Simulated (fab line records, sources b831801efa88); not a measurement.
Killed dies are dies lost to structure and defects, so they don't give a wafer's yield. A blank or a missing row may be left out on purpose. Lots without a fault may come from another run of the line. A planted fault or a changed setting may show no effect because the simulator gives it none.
fab line records | flow sky130 | part 1 of 2: steps 1 to 30 of 38
record lots=5 wafers=15 last_day=50
route steps=708 shown GATE_OXIDE@199 POLY_GATE@204 RES_PROTECT@206
lots that met no fault: from a run of the same line without faults
start_h: hours from the record's first day to the start of the lot's first wafer shown | wait_h: hours since the lot's step before | " the same as in the row above | L1.1+2: a row that stands for several wafers | - no value, or no start given | * or withheld: withheld | < > ~ a bound
route shown NAME@n: a module of which the file shows steps, and the number in the route of the first | usual: mean/standard deviation of fault-free wafers | same: alike in all rows | chamber/n: place in a boat | sites: the reading at each site | _std_site: their standard deviation | _edge_site: outer sites' mean less inner sites' | radius_mm: how far each site lies from the wafer's centre | mask NAME#n: copy n | behind: the tool/chamber that last shaped the wafer | hold: why the lot was held/for how many hours/how that ended | device: the transistor (n, p or np) that didn't switch | end of line: the same wafers' tests at the end of the route | a step without rows: its recipe alone | killed: dies lost to structure and defects at the first sort, not the wafer's yield | map: a wafer's dies, x killed, . not, _ none there
set.NAME: the setting as run; set.NAME@STEP: as run at that earlier step | model.NAME: the simulator's own value behind a step, which no gauge read
lots at some steps of the route; a table a step, a row a wafer
services: from which hour (start_h, from the record's first day; less than 0 if before it) a tool's chamber was out of use, for how many hours, and why
## steps
# step SKY_GATE_OXIDE_WET_ETCH_12
# recipe chemistry=dHF target_depth_nm=16.8 dry=n2_spin target=SiO2 dilution=100:1 temp_c=25 time_s=336
# usual bath_heat_duty_pct=6.3/0.64
# columns lot.wafer tool chamber start_h wait_h bath_heat_duty_pct
L074.1 wet_bench-04 0 301.19 0.1 5.4
L074.3 " 0 " " 5.9
L074.6 " 0 " " 6.3
L078.1 wet_bench-04 1 334.64 0.1 6.6
L078.2 " 1 " " 7.1
L078.3 " 1 " " 5.8
L081.4 wet_bench-02 3 370.77 0.1 5.3
L081.5 " 3 " " 5.4
L081.6 " 3 " " 5.8
L093.1 wet_bench-04 3 465.73 0.1 6.3
L093.4 " 3 " " 5.8
L093.6 " 3 " " 6.6
L097.1 wet_bench-03 0 499.89 0.1 7.1
L097.4 " 0 " " 7.4
L097.6 " 0 " " 6.3
# step SKY_GATE_OXIDE_STRIP_13
# recipe chemistry=O2/N2 power_w=1400 pressure_mtorr=1500 platen_temp_c=withheld o2_flow_sccm=3000 n2_flow_sccm=300 overash_fraction=0.5
# usual drypump_motor_current_A=5.9/0.44 oes_product_au=0.715/0.0047 strip_time_to_endpoint_s=14.18/0.037
# columns lot.wafer tool chamber start_h wait_h drypump_motor_current_A oes_product_au rf_hours_counter_h strip_time_to_endpoint_s
L074.1 plasma_asher-04 0 301.29 0.0 6.3 0.706 49 14.16
L074.3 " 0 " " 6.3 0.719 - 14.21
L074.6 " 0 " " 6.3 0.717 - 14.21
L078.1 plasma_asher-04 1 334.74 0.0 5.2 0.724 52 14.20
L078.2 " 0 " " 6.3 0.715 52 14.21
L078.3 " 0 " " 6.3 0.713 - 14.20
L081.4 plasma_asher-04 1 370.91 0.0 5.2 0.719 - 14.23
L081.5 " 0 " " 6.3 0.715 - 14.23
L081.6 " 1 " " 5.2 0.712 - 14.23
L093.1 plasma_asher-03 1 465.83 0.0 6.0 0.724 80 14.19
L093.4 " 1 " " 6.0 0.715 - 14.16
L093.6 " 1 " " 6.0 0.713 - 14.18
L097.1 plasma_asher-04 0 500.00 0.0 6.3 0.712 67 14.20
L097.4 " 0 " " 6.3 0.712 - 14.23
L097.6 " 1 " " 5.2 0.708 - 14.19
# step SKY_GATE_OXIDE_TW_MEAS_14
# usual GATE_OXIDE_TW=224.6/1.4
# columns lot.wafer tool chamber start_h wait_h GATE_OXIDE_TW
L074.1 film_metro-01 - 301.39 0.1 223.3
L074.3 " - " " 223.6
L074.6 " - " " 225.2
L078.1 film_metro-02 - 334.84 0.1 226.3
L078.2 " - " " 224.7
L078.3 " - " " 225.5
L081.4 film_metro-02 - 371.00 0.1 226.6
L081.5 " - " " 225.5
L081.6 " - " " 226.0
L093.1 film_metro-01 - 465.93 0.1 224.7
L093.4 " - " " 225.7
L093.6 " - " " 225.6
L097.1 film_metro-01 - 500.10 0.1 225.8
L097.4 " - " " 224.6
L097.6 " - " " 225.4
# step SKY_GATE_OXIDE_CLEAN_15
# recipe chemistry=SC1/SC2 mix=1:4:20 temp_c=70 time_s=150 dry=n2_spin
# usual bath_heat_duty_pct=13.6/1.2
# columns lot.wafer tool chamber start_h wait_h bath_heat_duty_pct
L074.1 wet_bench-02 3 301.45 0.1 12.3
L074.3 " 3 " " 12.7
L074.6 " 3 " " 13.3
L078.1 wet_bench-02 1 334.90 0.1 13.0
L078.2 " 1 " " 12.8
L078.3 " 1 " " 12.1
L081.4 wet_bench-04 3 371.03 0.0 15.0
L081.5 " 3 " " 13.4
L081.6 " 3 " " 14.4
L093.1 wet_bench-03 1 465.99 0.1 12.9
L093.4 " 1 " " 13.7
L093.6 " 1 " " 12.8
L097.1 wet_bench-03 3 500.16 0.1 14.5
L097.4 " 3 " " 13.3
L097.6 " 3 " " 13.9
# step SKY_GATE_OXIDE_OXIDATION_16
# recipe temp_c=800 ambient=O2 idle_temp_c=700 ramp_up_c_per_min=10 ramp_down_c_per_min=3 stabilise_s=600 purge_s=300 target_thk_a=35.7 ox_time_s=1915
# usual zone_power_lower_pct=14.5/0.8
# columns lot.wafer tool chamber start_h wait_h zone_power_lower_pct
L074.1 furnace-01 0 303.42 1.9 15.2
L074.3 " 0 " " 15.5
L074.6 " 0 " " 15.5
L078.1 furnace-02 0 335.00 0.0 13.5
L078.2 " 0 " " 13.7
L078.3 " 0 " " 13.6
L081.4 furnace-02 0 372.47 1.4 13.6
L081.5 " 0 " " 13.6
L081.6 " 0 " " 13.5
L093.1 furnace-02 0 466.10 0.1 13.9
L093.4 " 0 " " 13.9
L093.6 " 0 " " 13.5
L097.1 furnace-01 0 500.21 0.0 15.3
L097.4 " 0 " " 15.3
L097.6 " 0 " " 15.5
# step SKY_POLY_GATE_CVD_00
# recipe material=poly-Si target_thk_nm=180 temp_c=620 time_s=720 pressure_mtorr=200
# usual zone_power_lower_pct=9.7/1.1
# columns lot.wafer tool chamber start_h wait_h zone_power_lower_pct
L074.1 lpcvd-01 1 304.95 0.0 10.9
L074.3 " 1 " " 10.8
L074.6 " 1 " " 10.7
L078.1 lpcvd-01 1 336.53 0.0 10.9
L078.2 " 1 " " 10.6
L078.3 " 1 " " 10.9
L081.4 lpcvd-01 0 374.00 0.0 8.6
L081.5 " 0 " " 8.7
L081.6 " 0 " " 8.6
L093.1 lpcvd-01 0 467.64 0.0 8.9
L093.4 " 0 " " 8.6
L093.6 " 0 " " 8.7
L097.1 lpcvd-01 1 501.74 0.0 10.8
L097.4 " 1 " " 10.8
L097.6 " 1 " " 10.7
# step SKY_POLY_GATE_THK_MEAS_01
# recipe reads=poly-Si_of_POLY_GATE_CVD_00
# usual POLY_GATE_CVD_00_THK=179.2/1.6
# columns lot.wafer tool chamber start_h wait_h POLY_GATE_CVD_00_THK[nm]
L074.1 film_metro-02 - 306.15 0.0 179.8
L074.3 " - " " 181.6
L074.6 " - " " 179.7
L078.1 film_metro-04 - 337.73 0.0 177.9
L078.2 " - " " 177.5
L078.3 " - " " 177.8
L081.4 film_metro-02 - 375.23 0.0 180.4
L081.5 " - " " 179.3
L081.6 " - " " 179.7
L093.1 film_metro-04 - 468.84 0.0 175.4
L093.4 " - " " 177.0
L093.6 " - " " 176.0
L097.1 film_metro-01 - 503.54 0.0 177.0
L097.4 " - " " 176.3
L097.6 " - " " 178.1
# step SKY_RES_PROTECT_DEHYDRATE_00
# recipe temp_c=200 time_s=60
# usual plate_temp_C=200.01/0.17
# columns lot.wafer tool chamber start_h wait_h plate_temp_C
L074.1 litho_track-04 0 317.09 10.9 199.74
L074.3 " 0 " " 199.73
L074.6 " 0 " " 200.18
L078.1 litho_track-03 0 350.15 12.4 200.09
L078.2 " 0 " " 200.24
L078.3 " 0 " " 200.11
L081.4 litho_track-02 0 388.69 13.4 200.04
L081.5 " 0 " " 200.12
L081.6 " 0 " " 200.28
L093.1 litho_track-03 0 483.80 15.0 199.73
L093.4 " 0 " " 200.10
L093.6 " 0 " " 200.05
L097.1 litho_track-02 0 519.56 16.0 199.98
L097.4 " 0 " " 200.06
L097.6 " 0 " " 199.98
# step SKY_RES_PROTECT_HMDS_01
# recipe prime_time_s=60 prime_temp_c=120
# columns lot.wafer tool chamber start_h wait_h
L074.1+3+6 litho_track-04 0 317.24 0.1
L078.1+2+3 litho_track-03 0 350.30 0.1
L081.4+5+6 litho_track-02 0 388.84 0.1
L093.1+4+6 litho_track-03 0 483.95 0.1
L097.1+4+6 litho_track-02 0 519.71 0.1
# step SKY_RES_PROTECT_COAT_02
# recipe resist=NOVOLAK spin_rpm=3000 resist_thk_nm=1140
# columns lot.wafer tool chamber start_h wait_h
L074.1+3+6 litho_track-04 0 317.39 0.1
L078.1+2+3 litho_track-03 0 350.45 0.1
L081.4+5+6 litho_track-02 0 388.99 0.1
L093.1+4+6 litho_track-03 0 484.10 0.1
L097.1+4+6 litho_track-02 0 519.86 0.1
# step SKY_RES_PROTECT_SOFTBAKE_03
# recipe temp_c=90 time_s=60 resist=NOVOLAK
# usual plate_temp_C=90.01/0.12
# columns lot.wafer tool chamber start_h wait_h plate_temp_C
L074.1 litho_track-04 0 317.54 0.1 89.86
L074.3 " 0 " " 89.91
L074.6 " 0 " " 89.84
L078.1 litho_track-03 0 350.60 0.1 90.02
L078.2 " 0 " " 90.09
L078.3 " 0 " " 90.24
L081.4 litho_track-02 0 389.14 0.1 90.10
L081.5 " 0 " " 89.93
L081.6 " 0 " " 90.08
L093.1 litho_track-03 0 484.25 0.1 89.71
L093.4 " 0 " " 89.91
L093.6 " 0 " " 89.88
L097.1 litho_track-02 0 520.01 0.1 89.94
L097.4 " 0 " " 90.10
L097.6 " 0 " " 90.08
# step SKY_RES_PROTECT_EXPOSE_04
# recipe mask_id=RPM na=0.6 source_shape=conventional sigma_outer=0.6 polarization=unpolarized target_cd_nm=1270 dose_mj=131
# columns lot.wafer tool chamber start_h wait_h mask
L074.1+3+6 iline_stepper-02 0 - - RPM#0
L078.1+2+3 iline_stepper-01 0 - - RPM#0
L081.4+5+6 iline_stepper-01 0 - - RPM#0
L093.1+4+6 iline_stepper-01 0 - - RPM#0
L097.1+4+6 iline_stepper-01 0 - - RPM#0
# step SKY_RES_PROTECT_PEB_05
# recipe temp_c=withheld time_s=* resist=NOVOLAK
# columns lot.wafer tool chamber start_h wait_h
L074.1+3+6 litho_track-04 0 - -
L078.1+2+3 litho_track-04 0 - -
L081.4+5+6 litho_track-04 0 - -
L093.1+4+6 litho_track-03 0 - -
L097.1+4+6 litho_track-03 0 - -
# step SKY_RES_PROTECT_DEVELOP_06
# recipe resist=NOVOLAK developer=TMAH develop_time_s=60 dev_temp_c=23
# same develop_time_s=60
# columns lot.wafer tool chamber start_h wait_h
L074.1+3+6 litho_track-04 0 331.54 0.1
L078.1+2+3 litho_track-04 0 364.84 0.1
L081.4+5+6 litho_track-04 0 402.66 0.1
L093.1+4+6 litho_track-03 0 498.90 0.1
L097.1+4+6 litho_track-03 0 534.10 0.1
# step SKY_POLY_GATE_IMPLANT_02
# recipe species=P energy_kev=30 dose_cm2=7.7e+15 tilt_deg=0
# columns lot.wafer tool chamber start_h wait_h
L074.1+3+6 implanter-04 0 331.69 0.1
L078.1+2+3 implanter-04 0 364.99 0.1
L081.4+5+6 implanter-04 0 402.82 0.1
L093.1+4+6 implanter-04 0 499.05 0.1
L097.1+4+6 implanter-03 0 534.25 0.1
# step SKY_RES_PROTECT_STRIP_07
# recipe chemistry=O2/N2 power_w=1400 pressure_mtorr=1500 platen_temp_c=withheld o2_flow_sccm=3000 n2_flow_sccm=300 overash_fraction=0.5
# usual drypump_motor_current_A=5.7/0.5 oes_product_au=0.518/0.0048 strip_time_to_endpoint_s=23.28/0.045
# columns lot.wafer tool chamber start_h wait_h drypump_motor_current_A oes_product_au rf_hours_counter_h strip_time_to_endpoint_s
L074.1 plasma_asher-01 1 331.84 0.1 6.5 0.520 21 23.35
L074.3 " 1 " " 6.5 0.519 - 23.29
L074.6 " 0 " " 5.7 0.524 - 23.31
L078.1 plasma_asher-02 1 365.14 0.1 5.5 0.514 64 23.33
L078.2 " 0 " " 5.2 0.507 64 23.34
L078.3 " 0 " " 5.2 0.512 - 23.26
L081.4 plasma_asher-02 0 402.93 0.1 5.2 0.520 - 23.20
L081.5 " 1 " " 5.5 0.525 - 23.25
L081.6 " 0 " " 5.2 0.516 - 23.18
L093.1 plasma_asher-04 1 499.20 0.1 5.2 0.514 67 23.33
L093.4 " 0 " " 6.2 0.513 - 23.33
L093.6 " 0 " " 6.3 0.517 - 23.33
L097.1 plasma_asher-02 1 534.40 0.1 5.5 0.521 11 23.26
L097.4 " 1 " " 5.6 0.518 - 23.29
L097.6 " 1 " " 5.5 0.517 - 23.25
# step SKY_RES_PROTECT_TW_MEAS_08
# usual POLY_GATE_TW=4043/43
# columns lot.wafer tool chamber start_h wait_h POLY_GATE_TW
L074.1 film_metro-04 - 331.94 0.1 4090
L074.3 " - " " 4093
L074.6 " - " " 4079
L078.1 film_metro-01 - 365.24 0.1 4082
L078.2 " - " " 4055
L078.3 " - " " 4051
L081.4 film_metro-03 - 403.02 0.1 3995
L081.5 " - " " 3975
L081.6 " - " " 3997
L093.1 film_metro-01 - 499.30 0.1 4041
L093.4 " - " " 4055
L093.6 " - " " 4039
L097.1 film_metro-04 - 534.50 0.1 4100
L097.4 " - " " 4081
L097.6 " - " " 4087
# step SKY_RES_PROTECT_CLEAN_09
# recipe chemistry=SC1/SC2 mix=1:4:20 temp_c=70 time_s=150 dry=n2_spin
# usual bath_heat_duty_pct=13.7/1.4
# columns lot.wafer tool chamber start_h wait_h bath_heat_duty_pct
L074.1 wet_bench-01 0 332.00 0.1 13.9
L074.3 " 0 " " 12.4
L074.6 " 0 " " 13.0
L078.1 wet_bench-02 2 365.30 0.1 12.1
L078.2 " 2 " " 12.2
L078.3 " 2 " " 13.2
L081.4 wet_bench-01 3 403.05 0.0 16.5
L081.5 " 3 " " 16.3
L081.6 " 3 " " 16.4
L093.1 wet_bench-04 0 499.36 0.1 13.0
L093.4 " 0 " " 13.8
L093.6 " 0 " " 12.0
L097.1 wet_bench-01 3 534.56 0.1 16.7
L097.4 " 3 " " 15.5
L097.6 " 3 " " 16.1
# step SKY_POLY_GATE_CVD_03
# recipe material=Si3N4 precursor=DCS/NH3 target_thk_nm=75 temp_c=770 time_s=1290 pressure_mtorr=250
# usual zone_power_lower_pct=13.5/1.6
# columns lot.wafer tool chamber start_h wait_h zone_power_lower_pct
L074.1 lpcvd-02 1 333.48 1.4 12.4
L074.3 " 1 " " 12.3
L074.6 " 1 " " 12.0
L078.1 lpcvd-02 0 365.35 0.0 15.6
L078.2 " 0 " " 15.3
L078.3 " 0 " " 15.1
L081.4 lpcvd-02 0 404.56 1.5 15.5
L081.5 " 0 " " 15.5
L081.6 " 0 " " 15.5
L093.1 lpcvd-02 1 500.25 0.8 12.3
L093.4 " 1 " " 12.4
L093.6 " 1 " " 12.1
L097.1 lpcvd-02 1 534.61 0.0 12.2
L097.4 " 1 " " 12.1
L097.6 " 1 " " 12.2
# step SKY_POLY_GATE_THK_MEAS_04
# recipe reads=Si3N4_of_POLY_GATE_CVD_03
# usual POLY_GATE_CVD_03_THK=74.7/0.76
# columns lot.wafer tool chamber start_h wait_h POLY_GATE_CVD_03_THK[nm]
L074.1 film_metro-01 - 334.84 0.0 76.2
L074.3 " - " " 76.1
L074.6 " - " " 76.1
L078.1 film_metro-02 - 366.70 0.0 75.4
L078.2 " - " " 74.8
L078.3 " - " " 75.6
L081.4 film_metro-02 - 405.95 0.0 74.8
L081.5 " - " " 74.8
L081.6 " - " " 74.1
L093.1 film_metro-02 - 501.61 0.0 74.4
L093.4 " - " " 75.0
L093.6 " - " " 74.4
L097.1 film_metro-01 - 535.97 0.0 75.1
L097.4 " - " " 74.3
L097.6 " - " " 74.0
# step SKY_POLY_GATE_DEHYDRATE_05
# recipe temp_c=200 time_s=60
# usual plate_temp_C=199.99/0.15
# columns lot.wafer tool chamber start_h wait_h plate_temp_C
L074.1 litho_track-02 0 347.41 12.6 199.78
L074.3 " 0 " " 199.99
L074.6 " 0 " " 199.86
L078.1 litho_track-01 0 379.44 12.7 199.75
L078.2 " 0 " " 199.82
L078.3 " 0 " " 200.02
L081.4 litho_track-03 0 420.98 15.0 199.94
L081.5 " 0 " " 200.02
L081.6 " 0 " " 200.07
L093.1 litho_track-02 0 517.31 15.7 199.77
L093.4 " 0 " " 199.80
L093.6 " 0 " " 200.00
L097.1 litho_track-03 0 550.85 14.9 199.89
L097.4 " 0 " " 200.06
L097.6 " 0 " " 199.80
# step SKY_POLY_GATE_HMDS_06
# recipe prime_time_s=60 prime_temp_c=120
# columns lot.wafer tool chamber start_h wait_h
L074.1+3+6 litho_track-02 0 347.56 0.1
L078.1+2+3 litho_track-01 0 379.59 0.1
L081.4+5+6 litho_track-03 0 421.13 0.1
L093.1+4+6 litho_track-02 0 517.46 0.1
L097.1+4+6 litho_track-03 0 551.00 0.1
# step SKY_POLY_GATE_COAT_07
# recipe resist=BARC temp_c=withheld time_s=withheld spin_rpm=3000 resist_thk_nm=110
# columns lot.wafer tool chamber start_h wait_h
L074.1+3+6 litho_track-02 0 347.71 0.1
L078.1+2+3 litho_track-01 0 379.74 0.1
L081.4+5+6 litho_track-03 0 421.28 0.1
L093.1+4+6 litho_track-02 0 517.61 0.1
L097.1+4+6 litho_track-03 0 551.15 0.1
# step SKY_POLY_GATE_COAT_08
# recipe resist=KrF-thick spin_rpm=3000 resist_thk_nm=450
# columns lot.wafer tool chamber start_h wait_h
L074.1+3+6 litho_track-02 0 - -
L078.1+2+3 litho_track-01 0 - -
L081.4+5+6 litho_track-03 0 - -
L093.1+4+6 litho_track-02 0 - -
L097.1+4+6 litho_track-03 0 - -
# step SKY_POLY_GATE_SOFTBAKE_09
# recipe temp_c=100 time_s=90 resist=KrF-thick
# usual plate_temp_C=100.01/0.13
# columns lot.wafer tool chamber start_h wait_h plate_temp_C
L074.1 litho_track-02 0 - - 100.04
L074.3 " 0 " " 100.09
L074.6 " 0 " " 100.12
L078.1 litho_track-01 0 - - 100.02
L078.2 " 0 " " 99.77
L078.3 " 0 " " 100.00
L081.4 litho_track-03 0 - - 100.00
L081.5 " 0 " " 100.25
L081.6 " 0 " " 100.16
L093.1 litho_track-02 0 - - 99.82
L093.4 " 0 " " 99.84
L093.6 " 0 " " 99.96
L097.1 litho_track-03 0 - - 100.30
L097.4 " 0 " " 99.88
L097.6 " 0 " " 100.12
# step SKY_POLY_GATE_EXPOSE_10
# recipe mask_id=P1M na=0.68 source_shape=conventional sigma_outer=0.6 target_cd_nm=150 dose_mj=28
# columns lot.wafer tool chamber start_h wait_h mask
L074.1+3+6 krf_scanner-02 0 - - P1M#0
L078.1+2+3 krf_scanner-02 0 - - P1M#0
L081.4+5+6 krf_scanner-01 0 - - P1M#0
L093.1+4+6 krf_scanner-01 0 - - P1M#0
L097.1+4+6 krf_scanner-01 0 - - P1M#0
# step SKY_POLY_GATE_PEB_11
# recipe peb_temp_c=withheld peb_time_s=withheld resist=KrF-thick
# columns lot.wafer tool chamber start_h wait_h
L074.1+3+6 litho_track-03 0 - -
L078.1+2+3 litho_track-02 0 - -
L081.4+5+6 litho_track-02 0 - -
L093.1+4+6 litho_track-03 0 - -
L097.1+4+6 litho_track-03 0 - -
# step SKY_POLY_GATE_DEVELOP_12
# recipe develop_time_s=60 resist=KrF-thick dev_temp_c=21
# same develop_time_s=60
# columns lot.wafer tool chamber start_h wait_h
L074.1+3+6 litho_track-03 0 - -
L078.1+2+3 litho_track-02 0 - -
L081.4+5+6 litho_track-02 0 - -
L093.1+4+6 litho_track-03 0 - -
L097.1+4+6 litho_track-03 0 - -
# step SKY_POLY_GATE_CD_MEAS_13
# recipe target_cd_nm=150
# usual cd_nm=149.9/1.3
# columns lot.wafer tool chamber start_h wait_h cd_nm
L074.1 cd_sem-02 - 362.20 - 151.2
L074.3 " - " " 150.4
L074.6 " - " " 149.4
L078.1 cd_sem-01 - 395.31 - 150.3
L078.2 " - " " 150.0
L078.3 " - " " 150.4
L081.4 cd_sem-01 - 436.32 - 149.8
L081.5 " - " " 150.4
L081.6 " - " " 151.1
L093.1 cd_sem-02 - 532.45 - 150.1
L093.4 " - " " 151.1
L093.6 " - " " 150.1
L097.1 cd_sem-02 - 565.55 - 150.2
L097.4 " - " " 149.9
L097.6 " - " " 149.2
# step SKY_POLY_GATE_OVL_MEAS_14
# usual POLY_GATE_OVL=3/4.9
# columns lot.wafer tool chamber start_h wait_h POLY_GATE_OVL[nm]
L074.1 overlay-02 - 362.32 0.1 7
L074.3 " - " " 0
L074.6 " - " " 3
L078.1 overlay-02 - 395.43 0.1 2
L078.2 " - " " 2
L078.3 " - " " -4
L081.4 overlay-01 - 436.40 0.1 3
L081.5 " - " " 11
L081.6 " - " " 7
L093.1 overlay-01 - 532.57 0.1 -8
L093.4 " - " " 10
L093.6 " - " " -2
L097.1 overlay-01 - 565.67 0.1 2
L097.4 " - " " -6
L097.6 " - " " 5
